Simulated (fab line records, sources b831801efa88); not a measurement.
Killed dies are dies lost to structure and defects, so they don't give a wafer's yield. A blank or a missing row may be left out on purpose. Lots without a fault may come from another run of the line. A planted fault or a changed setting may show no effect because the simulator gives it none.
Chamber matching | flow sky130 | SKY_POLY_GATE_ETCH_15 on rie_diel-03: 4 sister chambers
The step etches BARC in N2/H2, stops on SiO2, time 118.5 s, target depth 110 nm. 4 wafers are shown with their chamber, then 7 later ones without.

WAFERS WITH THEIR CHAMBER
wafer  | chamber | drypump_motor_current_A (A)
L832.5 | 0       | 5.6
L831.4 | 1       | 5.2
L841.1 | 2       | 5.8
L841.3 | 3       | 6.1

WAFERS WITHOUT THEIR CHAMBER
wafer  | drypump_motor_current_A (A)
L841.5 | 5.1
L842.2 | 6.2
L842.4 | 5.2
L842.5 | 5.2
L844.2 | 6.1
L844.4 | 5.6
L844.5 | 5.2

WHICH CHAMBER EACH WENT THROUGH
wafer  | from the rows above | in truth
L841.5 | 1                   | 1
L842.2 | 3                   | 3
L842.4 | 1                   | 1
L842.5 | 1                   | 1
L844.2 | 3                   | 3
L844.4 | 0                   | 0
L844.5 | 1                   | 1
Placed correctly: 7 of 7. Can't be placed from these rows: 0. Placed wrongly: 0.
How it was worked out, from the rows above alone: a wafer's distance from a chamber is the root of the sum, over the readings, of the square of ((its reading less the chamber's mean) divided by the reading's scatter). The wafer belongs to the nearest chamber; if the next one is less than 2 further off, it can't be placed. A chamber's mean is the mean of its shown wafers. The scatter: with one shown wafer a chamber, the root of the mean of the squares of how far each hidden wafer lies from its nearest shown one.
